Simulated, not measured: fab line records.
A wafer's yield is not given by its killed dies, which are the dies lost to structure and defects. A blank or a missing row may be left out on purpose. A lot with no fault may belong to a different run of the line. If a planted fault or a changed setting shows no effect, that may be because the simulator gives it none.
Commonality check across tools / flow sky130 / 15 lots and 45 wafers in the sample

## WHY THIS WAS OPENED
At SKY_VT_ADJUST_LVTN_TW_MEAS_10 the reading VT_ADJUST_LVTN_TW is flagged on 3 of 15 lots. Wafers without a fault read 240.2, standard deviation 1.4.
Rule: a lot gets a flag if all its wafers with a number sit over 4 standard deviations from that mean, or if no wafer of it has a number. The rest of the lots are taken to be sound.

lot=L507; measured=day 6 20:23; on=film-metro-02; VT_ADJUST_LVTN_TW, wafer by wafer=238.0 239.7 239.8; flag=
lot=L508; measured=day 7 02:56; on=film-metro-04; VT_ADJUST_LVTN_TW, wafer by wafer=241.1 240.1 239.3; flag=
lot=L516; measured=day 9 10:31; on=film-metro-02; VT_ADJUST_LVTN_TW, wafer by wafer=29.9 29.8 29.9; flag=FLAGGED
lot=L517; measured=day 9 11:53; on=film-metro-04; VT_ADJUST_LVTN_TW, wafer by wafer=29.7 29.9 29.8; flag=FLAGGED
lot=L518; measured=day 9 20:32; on=film-metro-04; VT_ADJUST_LVTN_TW, wafer by wafer=29.9 29.7 30.0; flag=FLAGGED
lot=L519; measured=day 10 03:06; on=film-metro-02; VT_ADJUST_LVTN_TW, wafer by wafer=238.9 240.9 239.0; flag=
lot=L520; measured=day 10 08:41; on=film-metro-02; VT_ADJUST_LVTN_TW, wafer by wafer=240.7 240.6 238.2; flag=
lot=L521; measured=day 10 12:47; on=film-metro-02; VT_ADJUST_LVTN_TW, wafer by wafer=239.0 239.0 238.4; flag=
lot=L522; measured=day 10 21:13; on=film-metro-02; VT_ADJUST_LVTN_TW, wafer by wafer=240.1 237.9 239.2; flag=
lot=L524; measured=day 11 09:18; on=film-metro-03; VT_ADJUST_LVTN_TW, wafer by wafer=241.1 241.6 240.9; flag=
lot=L525; measured=day 11 14:00; on=film-metro-02; VT_ADJUST_LVTN_TW, wafer by wafer=240.7 238.7 238.8; flag=
lot=L527; measured=day 12 06:29; on=film-metro-02; VT_ADJUST_LVTN_TW, wafer by wafer=238.6 239.5 239.6; flag=
lot=L526; measured=day 12 07:36; on=film-metro-02; VT_ADJUST_LVTN_TW, wafer by wafer=239.5 239.4 238.1; flag=
lot=L528; measured=day 13 00:41; on=film-metro-02; VT_ADJUST_LVTN_TW, wafer by wafer=239.7 238.0 240.3; flag=
lot=L529; measured=day 13 03:31; on=film-metro-02; VT_ADJUST_LVTN_TW, wafer by wafer=240.2 239.5 239.5; flag=
Averaged over the flagged lots the numbers come to 29.8, -210.4 from the usual (-99 or more standard deviations).

## TOOL THAT RAN EACH LOT
3 process steps preceding the reading are held in the record, out of 708 steps in the route. Cell contents, in order: the tool; ch with the chambers the sampled wafers went through; the start.
lot=L507; flag=; SKY_DNWELL_STRIP_08=plasma-asher-01 ch 0,1, day 3 04:27; SKY_VT_ADJUST_HVTP_STRIP_10=plasma-asher-02 ch 0,1, day 6 01:11; SKY_VT_ADJUST_LVTN_STRIP_09=plasma-asher-01 ch 0,1, day 6 20:17
lot=L508; flag=; SKY_DNWELL_STRIP_08=plasma-asher-04 ch 1, day 3 10:10; SKY_VT_ADJUST_HVTP_STRIP_10=plasma-asher-02 ch 0,1, day 6 07:58; SKY_VT_ADJUST_LVTN_STRIP_09=plasma-asher-04 ch 0,1, day 7 02:50
lot=L516; flag=FLAGGED; SKY_DNWELL_STRIP_08=plasma-asher-02 ch 0,1, day 5 08:14; SKY_VT_ADJUST_HVTP_STRIP_10=plasma-asher-03 ch 0,1, day 8 13:52; SKY_VT_ADJUST_LVTN_STRIP_09=plasma-asher-04 ch 0, day 9 10:24
lot=L517; flag=FLAGGED; SKY_DNWELL_STRIP_08=plasma-asher-04 ch 0, day 5 09:55; SKY_VT_ADJUST_HVTP_STRIP_10=plasma-asher-03 ch 0, day 8 15:29; SKY_VT_ADJUST_LVTN_STRIP_09=plasma-asher-02 ch 0,1, day 9 11:47
lot=L518; flag=FLAGGED; SKY_DNWELL_STRIP_08=plasma-asher-04 ch 0,1, day 5 16:02; SKY_VT_ADJUST_HVTP_STRIP_10=plasma-asher-01 ch 0,1, day 8 23:26; SKY_VT_ADJUST_LVTN_STRIP_09=plasma-asher-01 ch 0,1, day 9 20:26
lot=L519; flag=; SKY_DNWELL_STRIP_08=plasma-asher-01 ch 0,1, day 5 22:45; SKY_VT_ADJUST_HVTP_STRIP_10=plasma-asher-01 ch 0,1, day 9 05:50; SKY_VT_ADJUST_LVTN_STRIP_09=plasma-asher-01 ch 0,1, day 10 03:00
lot=L520; flag=; SKY_DNWELL_STRIP_08=plasma-asher-02 ch 0,1, day 6 02:33; SKY_VT_ADJUST_HVTP_STRIP_10=plasma-asher-03 ch 1, day 9 11:02; SKY_VT_ADJUST_LVTN_STRIP_09=plasma-asher-01 ch 0,1, day 10 08:35
lot=L521; flag=; SKY_DNWELL_STRIP_08=plasma-asher-02 ch 0,1, day 6 07:02; SKY_VT_ADJUST_HVTP_STRIP_10=plasma-asher-01 ch 0,1, day 9 15:00; SKY_VT_ADJUST_LVTN_STRIP_09=plasma-asher-01 ch 0,1, day 10 12:41
lot=L522; flag=; SKY_DNWELL_STRIP_08=plasma-asher-04 ch 0,1, day 6 13:48; SKY_VT_ADJUST_HVTP_STRIP_10=plasma-asher-03 ch 0,1, day 9 22:53; SKY_VT_ADJUST_LVTN_STRIP_09=plasma-asher-02 ch 0,1, day 10 21:06
lot=L524; flag=; SKY_DNWELL_STRIP_08=plasma-asher-01 ch 0,1, day 6 22:23; SKY_VT_ADJUST_HVTP_STRIP_10=plasma-asher-03 ch 1, day 10 09:54; SKY_VT_ADJUST_LVTN_STRIP_09=plasma-asher-04 ch 0,1, day 11 09:12
lot=L525; flag=; SKY_DNWELL_STRIP_08=plasma-asher-01 ch 0,1, day 7 04:26; SKY_VT_ADJUST_HVTP_STRIP_10=plasma-asher-02 ch 0,1, day 10 15:59; SKY_VT_ADJUST_LVTN_STRIP_09=plasma-asher-01 ch 0,1, day 11 13:55
lot=L527; flag=; SKY_DNWELL_STRIP_08=plasma-asher-01 ch 0,1, day 7 15:45; SKY_VT_ADJUST_HVTP_STRIP_10=plasma-asher-01 ch 0,1, day 11 06:17; SKY_VT_ADJUST_LVTN_STRIP_09=plasma-asher-04 ch 0,1, day 12 06:23
lot=L526; flag=; SKY_DNWELL_STRIP_08=plasma-asher-04 ch 0,1, day 7 16:06; SKY_VT_ADJUST_HVTP_STRIP_10=plasma-asher-02 ch 0, day 11 07:07; SKY_VT_ADJUST_LVTN_STRIP_09=plasma-asher-04 ch 0,1, day 12 07:30
lot=L528; flag=; SKY_DNWELL_STRIP_08=plasma-asher-01 ch 0,1, day 8 07:10; SKY_VT_ADJUST_HVTP_STRIP_10=plasma-asher-02 ch 1, day 11 23:26; SKY_VT_ADJUST_LVTN_STRIP_09=plasma-asher-01 ch 0,1, day 13 00:35
lot=L529; flag=; SKY_DNWELL_STRIP_08=plasma-asher-02 ch 0,1, day 8 10:06; SKY_VT_ADJUST_HVTP_STRIP_10=plasma-asher-02 ch 0,1, day 12 02:38; SKY_VT_ADJUST_LVTN_STRIP_09=plasma-asher-02 ch 0,1, day 13 03:24
What the steps here do:
- SKY_DNWELL_STRIP_08: strips in O2/N2.
- SKY_VT_ADJUST_HVTP_STRIP_10: strips in O2/N2.
- SKY_VT_ADJUST_LVTN_STRIP_09: strips in O2/N2.
- SKY_VT_ADJUST_LVTN_TW_MEAS_10

## FLAGGED AGAINST TOTAL, ONE TOOL AT A TIME (gauges that did the reading follow at the end)
step=SKY_DNWELL_STRIP_08; tool=plasma-asher-01; lots run=6; flagged=0; share of the flagged lots=none; sound lots run after its first flagged lot=-
step=SKY_DNWELL_STRIP_08; tool=plasma-asher-02; lots run=4; flagged=1; share of the flagged lots=some; sound lots run after its first flagged lot=3 (L520,L521,L529)
step=SKY_DNWELL_STRIP_08; tool=plasma-asher-04; lots run=5; flagged=2; share of the flagged lots=some; sound lots run after its first flagged lot=2 (L522,L526)
step=SKY_VT_ADJUST_HVTP_STRIP_10; tool=plasma-asher-01; lots run=4; flagged=1; share of the flagged lots=some; sound lots run after its first flagged lot=3 (L519,L521,L527)
step=SKY_VT_ADJUST_HVTP_STRIP_10; tool=plasma-asher-02; lots run=6; flagged=0; share of the flagged lots=none; sound lots run after its first flagged lot=-
step=SKY_VT_ADJUST_HVTP_STRIP_10; tool=plasma-asher-03; lots run=5; flagged=2; share of the flagged lots=some; sound lots run after its first flagged lot=3 (L520,L522,L524)
step=SKY_VT_ADJUST_LVTN_STRIP_09; tool=plasma-asher-01; lots run=7; flagged=1; share of the flagged lots=some; sound lots run after its first flagged lot=5 (L519,L520,L521,L525,L528)
step=SKY_VT_ADJUST_LVTN_STRIP_09; tool=plasma-asher-02; lots run=3; flagged=1; share of the flagged lots=some; sound lots run after its first flagged lot=2 (L522,L529)
step=SKY_VT_ADJUST_LVTN_STRIP_09; tool=plasma-asher-04; lots run=5; flagged=1; share of the flagged lots=some; sound lots run after its first flagged lot=3 (L524,L527,L526)
step=SKY_VT_ADJUST_LVTN_TW_MEAS_10; tool=film-metro-02; lots run=11; flagged=1; share of the flagged lots=some; sound lots run after its first flagged lot=9 (L519,L520,L521,L522,L525,L527,L526,L528,L529)
step=SKY_VT_ADJUST_LVTN_TW_MEAS_10; tool=film-metro-03; lots run=1; flagged=0; share of the flagged lots=none; sound lots run after its first flagged lot=-
step=SKY_VT_ADJUST_LVTN_TW_MEAS_10; tool=film-metro-04; lots run=3; flagged=2; share of the flagged lots=some; sound lots run after its first flagged lot=0

## WHAT IS ALLOWED BY THE TABLE
No row of the table ran every flagged lot.

## WHAT THE SIMULATOR HAD PUT IN
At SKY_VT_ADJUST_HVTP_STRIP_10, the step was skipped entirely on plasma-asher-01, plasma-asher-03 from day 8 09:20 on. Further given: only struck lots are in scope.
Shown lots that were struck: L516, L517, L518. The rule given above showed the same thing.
